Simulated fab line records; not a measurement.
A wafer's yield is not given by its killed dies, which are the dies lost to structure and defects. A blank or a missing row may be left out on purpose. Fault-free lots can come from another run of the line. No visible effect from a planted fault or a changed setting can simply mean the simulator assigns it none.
Which tool is to blame? | flow gf180mcu | 11 lots with 33 wafers sampled at 4 steps, on a route of 602 steps

## WHAT THE GAUGES READ, wafer by wafer
GF_POLY_GATE_THK_MEAS_01. Usual: POLY_GATE_CVD_00_THK 199.5 nm, standard deviation 1.7.
lot  | measured     | on            | POLY_GATE_CVD_00_THK (nm) | flag
L699 | day 9 00:47  | film metro-03 | 201.4 200.3 202.4         |
L701 | day 9 17:28  | film metro-04 | 201.4 199.9 201.6         |
L703 | day 10 03:44 | film metro-04 | 198.8 197.6 197.8         |
L704 | day 10 10:29 | film metro-03 | 200.6 200.4 201.6         |
L705 | day 10 19:05 | film metro-02 | 196.3 197.2 195.8         |
L709 | day 12 15:50 | film metro-04 | 199.6 199.8 200.5         |
L711 | day 12 21:51 | film metro-02 | 180.5 179.6 178.9         | OFF
L713 | day 13 12:05 | film metro-03 | 178.2 179.3 180.5         | OFF
L714 | day 14 01:40 | film metro-04 | 197.5 198.1 198.6         |
L715 | day 14 01:39 | film metro-02 | 196.2 195.8 195.3         |
L720 | day 15 09:22 | film metro-04 | 196.8 199.7 198.6         |

GF_M2_THK_MEAS_06: measures by xrf. Usual: M2_ALCU_THK 453 nm, standard deviation 7.3.
lot  | measured     | on            | M2_ALCU_THK (nm) | flag
L699 | day 18 22:32 | film metro-03 | 452 449 454      |
L701 | day 19 21:59 | film metro-02 | 458 460 460      |
L703 | day 20 11:56 | film metro-02 | 456 437 448      |
L704 | day 20 21:31 | film metro-03 | 445 434 446      |
L705 | day 21 07:20 | film metro-04 | 450 451 464      |
L709 | day 23 16:41 | film metro-04 | 448 442 454      |
L711 | day 23 23:13 | film metro-03 | 455 445 453      |
L713 | day 24 13:59 | film metro-04 | 456 461 458      |
L714 | day 25 04:58 | film metro-04 | 455 464 458      |
L715 | day 25 03:35 | film metro-03 | 457 454 453      |
L720 | day 26 10:08 | film metro-02 | 456 464 459      |

## EACH LOT AND THE TOOL THAT RAN IT (in order: tool; ch and the chambers of the sampled wafers; start)
lot  | GF_POLY_GATE_CVD_00         | GF_POLY_GATE_ETCH_13
L699 | lpcvd-02 ch 1, day 8 23:28  | rie si-01 ch 1,2,3, day 9 18:29
L701 | lpcvd-01 ch 0, day 9 16:08  | rie si-02 ch 0,2,3, day 10 11:23
L703 | lpcvd-02 ch 0, day 10 02:23 | rie si-02 ch 1,2,3, day 10 22:00
L704 | lpcvd-01 ch 1, day 10 09:10 | rie si-01 ch 1,2,3, day 11 05:06
L705 | lpcvd-01 ch 0, day 10 17:45 | rie si-02 ch 0,1,2, day 11 13:47
L709 | lpcvd-02 ch 0, day 12 14:29 | rie si-02 ch 1,2,3, day 13 11:51
L711 | lpcvd-02 ch 1, day 12 20:30 | rie si-01 ch 0,1,3, day 13 18:08
L713 | lpcvd-02 ch 1, day 13 10:45 | rie si-01 ch 0,3, day 14 08:56
L714 | lpcvd-01 ch 0, day 14 00:19 | rie si-01 ch 2,3, day 14 22:53
L715 | lpcvd-01 ch 0, day 14 00:19 | rie si-02 ch 1,2,3, day 14 22:51
L720 | lpcvd-01 ch 1, day 15 08:02 | rie si-01 ch 1,2,3, day 16 07:32
- GF_POLY_GATE_CVD_00: deposits poly-Si, target thk 200 nm, time 1200 s.
- GF_POLY_GATE_ETCH_13: etches poly-Si in HBr/Cl2, stops on SiO2, target depth 198.5 nm, time 69.6 s.

## AS READ BY THE TOOLS THEMSELVES (means over the sampled wafers that have a number; for cases with no such wafer, the mark the record gives instead)
GF_POLY_GATE_CVD_00. Usual: pressure mtorr 200.1 mTorr, standard deviation 0.4; spike tc top C 637.1 C, standard deviation 2.9; susceptor temp C 619.95 C, standard deviation 0.27; zone power centre pct 8.7 %, standard deviation 0.94; zone power lower pct 9.87 %, standard deviation 0.26; zone power top pct 18.6 %, standard deviation 0.85.
lot  | tool     | pressure mtorr (mTorr) | spike tc top C (C) | susceptor temp C (C) | zone power centre pct (%) | zone power lower pct (%) | zone power top pct (%) | flag
L699 | lpcvd-02 | 199.9                  | 637.1              | 620.16               | 8.6                       | 9.95                     | 17.5                   |
L701 | lpcvd-01 | 200.0                  | 638.2              | 620.05               | 9.6                       | 9.84                     | 19.6                   |
L703 | lpcvd-02 | 200.1                  | 631.1              | 619.99               | 9.7                       | 10.26                    | 19.2                   |
L704 | lpcvd-01 | 199.8                  | 639.0              | 620.18               | 7.4                       | 9.56                     | 18.0                   |
L705 | lpcvd-01 | 200.4                  | 638.0              | 619.82               | 9.6                       | 9.71                     | 19.7                   |
L709 | lpcvd-02 | 200.0                  | 631.1              | 619.97               | 9.6                       | 10.27                    | 19.2                   |
L711 | lpcvd-02 | 160.0                  | 637.3              | 620.04               | 8.5                       | 10.04                    | 17.9                   | OFF
L713 | lpcvd-02 | 159.7                  | 637.3              | 619.89               | 8.5                       | 9.95                     | 17.6                   | OFF
L714 | lpcvd-01 | 200.2                  | 638.6              | 619.86               | 9.6                       | 9.76                     | 19.7                   |
L715 | lpcvd-01 | 200.0                  | 637.6              | 620.13               | 9.7                       | 9.78                     | 19.7                   |
L720 | lpcvd-01 | 200.5                  | 640.5              | 620.05               | 7.4                       | 9.63                     | 18.1                   |

GF_POLY_GATE_ETCH_13. Usual: drypump motor current A 5.6 A, standard deviation 0.35; mfc cl2 sccm 49.99 sccm, standard deviation 0.14; oes product au 0.991 a.u., standard deviation 0.0069; throttle valve pct 33.685 %, standard deviation 0.0094.
lot  | tool      | drypump motor current A (A) | mfc cl2 sccm (sccm) | oes product au (a.u.) | throttle valve pct (%) | flag
L699 | rie si-01 | 5.3                         | 49.93               | 0.993                 | 33.677                 |
L701 | rie si-02 | 5.8                         | 49.96               | 1.002                 | 33.684                 |
L703 | rie si-02 | 5.8                         | 49.99               | 0.991                 | 33.687                 |
L704 | rie si-01 | 5.3                         | 49.94               | 0.991                 | 33.679                 |
L705 | rie si-02 | 5.6                         | 50.00               | 0.987                 | 33.683                 |
L709 | rie si-02 | 5.7                         | 49.98               | 0.991                 | 33.684                 |
L711 | rie si-01 | 5.4                         | 49.90               | 0.929                 | 33.685                 | OFF
L713 | rie si-01 | 5.6                         | 49.90               | 0.928                 | 33.678                 | OFF
L714 | rie si-01 | 5.4                         | 49.97               | 0.986                 | 33.686                 |
L715 | rie si-02 | 5.7                         | 50.00               | 0.984                 | 33.677                 |
L720 | rie si-01 | 5.3                         | 50.00               | 0.988                 | 33.680                 |

## THE ANSWER, worked out from the rows above alone
Rule: a lot is off if the mean of its wafers that have a number lies more than 3 standard deviations from the usual mean. Also off: a lot with no number at a reading for which 4 or more lots have one. Where the step has rows for the other lots, those lots are counted as sound. First the gauges in route order, then the tools' own readings, where a lot's mean is used as printed above. At the first step where some lot is off, the reading lying furthest off is the one used; lots without a number count as furthest.
Off: at GF_POLY_GATE_THK_MEAS_01 (POLY_GATE_CVD_00_THK), L711, L713.
If a tool, at a process step before that reading, ran all the lots that are off and no sound lot after the first of them, it fits. The gauges at GF_POLY_GATE_THK_MEAS_01 aren't tried: what is off there is off at GF_POLY_GATE_CVD_00 too, on other tools, and a gauge's error can't cause that. One candidate fits, namely lpcvd-02 at GF_POLY_GATE_CVD_00. A fault onset in the window from L709 (day 12 14:29, its last sound lot) to L711 (day 12 20:30, its first lot off) fits.
On the lots that are off, the tool's own readings at GF_POLY_GATE_CVD_00 differ by more than 5 times the standard deviation of the sound lots' means, which bears it out; pressure mtorr reads 159.8 mTorr there versus 200.1 mTorr on the sound lots.

## WHAT THE SIMULATOR HAD INSERTED
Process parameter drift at GF_POLY_GATE_CVD_00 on lpcvd-02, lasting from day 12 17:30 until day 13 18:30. Setting pressure mtorr, moved by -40, from 200. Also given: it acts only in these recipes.
Shown lots that were struck: L711, L713. The rule above reached the same finding.
